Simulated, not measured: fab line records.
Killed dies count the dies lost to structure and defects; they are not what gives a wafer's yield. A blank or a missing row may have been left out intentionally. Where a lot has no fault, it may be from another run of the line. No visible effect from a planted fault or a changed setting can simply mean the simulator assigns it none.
Struck lot and sound lot, side by side + flow sfq-line + 21 out of 325 route steps
Sound: these wafers, L649.1, L649.3, L649.5. Struck: wafers L660.1, L660.4. (L660.5 of the same lot was not struck and is left out.) The cause comes at the end.
Each step with rows lists, per side, the tool, then ch with its chambers, then its first start. Under that, the readings that differ: sound wafers + struck wafers + difference of the means + sigmas: that difference in standard deviations of wafers without a fault.
alike: readings with means less than 2 such deviations apart, plus words and numbers identical on both sides. not compared: withheld readings, readings lacking a value on some wafer, bounds such as >300 that could conceal the same value, and numbers that have no deviation in the record and whose values overlap.
The two part at a step that has a row with sigmas, a row that says differs or no value, or rows on one side only. When numbers do not overlap yet have no deviation, they are printed without sigmas and do not part them. A reading that every wafer of one side lacks parts them only if that side has two wafers or more.

first, 2 steps without rows for these wafers: SFQ_TRILAYER_M1_LITHO_PEB_042 (peb time 60 s); SFQ_TRILAYER_M1_LITHO_DEVELOP_041 (time 60 s).
SFQ_M1_OVL_MEAS_911:
  sound on overlay-01, day 15 00:47; struck on overlay-02, day 18 17:05
  alike: M1_OVL
SFQ_TRILAYER_M1_BARC_OPEN_METAL_ETCH_054: etches BARC in O2, target depth 125 nm, time 41.7 s.
  sound on rie-metal-02 ch 0, day 15 00:50; struck on rie-metal-04 ch 0,1, day 18 17:07
  alike: bias-w, chamber-pressure-mTorr, drypump-motor-current-A, oes-product-au, rf-fwd-power-W
  not compared: rf-hours-counter-h
SFQ_TRILAYER_M1_ETCH_METAL_ETCH_042: etches Nb in Cl2/Ar, stops on SiO2, target depth 240 nm, time 120 s.
  sound on rie-metal-02 ch 0, day 15 00:57; struck on rie-metal-04 ch 0,1, day 18 17:11
| reading            | sound             | struck      | difference | sigmas |
|--------------------|-------------------|-------------|------------|--------|
| rf-fwd-power-W (W) | 598.6 599.8 599.3 | 594.5 595.4 | -4.3       | -3     |
  alike: bias-w, chamber-pressure-mTorr, drypump-motor-current-A, oes-product-au
  not compared: rf-hours-counter-h
SFQ_TRILAYER_M1_STRIP_STRIP_043: strips in O2.
  sound on rie-metal-02 ch 0, day 15 01:12; struck on rie-metal-04 ch 0,1, day 18 17:18
  alike: chamber-pressure-mTorr, drypump-motor-current-A, oes-product-au
  not compared: rf-hours-counter-h
then, 1 step without rows for these wafers: SFQ_TRILAYER_M1_STRIP_SOLV_CLEAN_044 (cleans in NMP, time 600 s).
SFQ_TRILAYER_I1_DEP_PECVD_045: deposits SiO2 from SiH4/N2O, time 111.11 s, target thk 500 nm.
  sound on pecvd-04 ch 0, day 15 02:45; struck on pecvd-01 ch 2, day 18 18:05
| reading                | sound          | struck    | difference | sigmas |
|------------------------|----------------|-----------|------------|--------|
| throttle-valve-pct (%) | 27.9 27.4 27.8 | 24.0 24.0 | -3.7       | -2     |
  alike: heater-power-w, rf-fwd-power-W, susceptor-temp-C
SFQ_TRILAYER_I1_CMP_CMP_046: polishes SiO2.
  sound on cmp-02 ch 2,3, day 15 04:28; struck on cmp-02 ch 0,3, day 19 07:08
| reading                | sound       | struck  | difference | sigmas |
|------------------------|-------------|---------|------------|--------|
| time-to-endpoint-s (s) | 226 227 229 | 200 210 | -22        | -3     |
  alike: motor-current-A
SFQ_I1_BOW_MEAS_912:
  sound on film-metro-01, day 15 07:28; struck on film-metro-01, day 19 09:08
  alike: I1_BOW
then, 2 steps without rows for these wafers: SFQ_TRILAYER_I1_METRO_MEASURE_047; SFQ_TRILAYER_I1_VIA_LITHO_COAT_054 (resist thk 62 nm).
SFQ_TRILAYER_I1_VIA_LITHO_COAT_049: resist thk 650 nm.
  sound on litho-track-02 ch 0, day 15 09:31; struck on litho-track-02 ch 0, day 19 10:45
| reading                                                 | sound             | struck      | difference | sigmas |
|---------------------------------------------------------|-------------------|-------------|------------|--------|
| model.KrF_of_TRILAYER_I1_VIA_LITHO_COAT_049.thk-nm (nm) | 651.9 650.5 652.5 | 576.8 576.4 | -75.0      |        |
  alike: resist-line-temp-C
then, 4 steps without rows for these wafers: SFQ_TRILAYER_I1_VIA_LITHO_SOFTBAKE_053; SFQ_TRILAYER_I1_VIA_LITHO_EXPOSE_050 (exposes mask I1, target cd 500 nm); SFQ_TRILAYER_I1_VIA_LITHO_PEB_052 (peb time 60 s); SFQ_TRILAYER_I1_VIA_LITHO_DEVELOP_051 (time 60 s).
SFQ_I1_OVL_MEAS_913:
  sound on overlay-02, day 16 21:15; struck on overlay-02, day 21 09:14
  alike: I1_OVL
SFQ_TRILAYER_I1_VIA_BARC_OPEN_VIA_ETCH_071: etches BARC in O2, target depth 125 nm, time 41.7 s.
  sound on rie-diel-03 ch 2,3, day 16 21:17; struck on rie-diel-04 ch 0,1, day 21 09:16
| reading                     | sound             | struck      | difference | sigmas |
|-----------------------------|-------------------|-------------|------------|--------|
| drypump-motor-current-A (A) | 5.7 4.8 4.8       | 5.7 6.6     | +1.1       | +2     |
| rf-fwd-power-W (W)          | 496.3 496.4 499.0 | 495.0 492.8 | -3.3       | -2     |
| model.I1.cd-nm (nm)         | 498.2 498.1 497.8 | 503.6 504.2 | +5.9       |        |
  alike: bias-w, chamber-pressure-mTorr, oes-product-au
  not compared: rf-hours-counter-h
SFQ_TRILAYER_I1_VIA_ETCH_VIA_ETCH_052: etches SiO2 in CHF3, stops on Nb, target depth 260 nm.
  sound on rie-diel-03 ch 2,3, day 16 21:19; struck on rie-diel-04 ch 0,1, day 21 09:19
| reading                                                 | sound             | struck      | difference | sigmas |
|---------------------------------------------------------|-------------------|-------------|------------|--------|
| model.KrF_of_TRILAYER_I1_VIA_LITHO_COAT_049.thk-nm (nm) | 529.3 528.7 530.1 | 457.1 456   | -72.8      |        |
| model.I1.cd-nm (nm)                                     | 497.9 498.9 497.5 | 504.3 502.7 | +5.4       |        |
  alike: bias-w, chamber-pressure-mTorr, drypump-motor-current-A, oes-product-au, rf-fwd-power-W
then, 1 step without rows for these wafers: SFQ_TRILAYER_I1_VIA_STRIP_STRIP_053 (strips in O2).

WHERE THEY PART
Last at SFQ_TRILAYER_I1_VIA_BARC_OPEN_VIA_ETCH_071 as far as this record goes, first at SFQ_TRILAYER_M1_ETCH_METAL_ETCH_042. Later steps at which nothing parts them and some readings are alike: SFQ_TRILAYER_I1_VIA_ETCH_VIA_ETCH_052.

WHY: whatever the simulator had introduced
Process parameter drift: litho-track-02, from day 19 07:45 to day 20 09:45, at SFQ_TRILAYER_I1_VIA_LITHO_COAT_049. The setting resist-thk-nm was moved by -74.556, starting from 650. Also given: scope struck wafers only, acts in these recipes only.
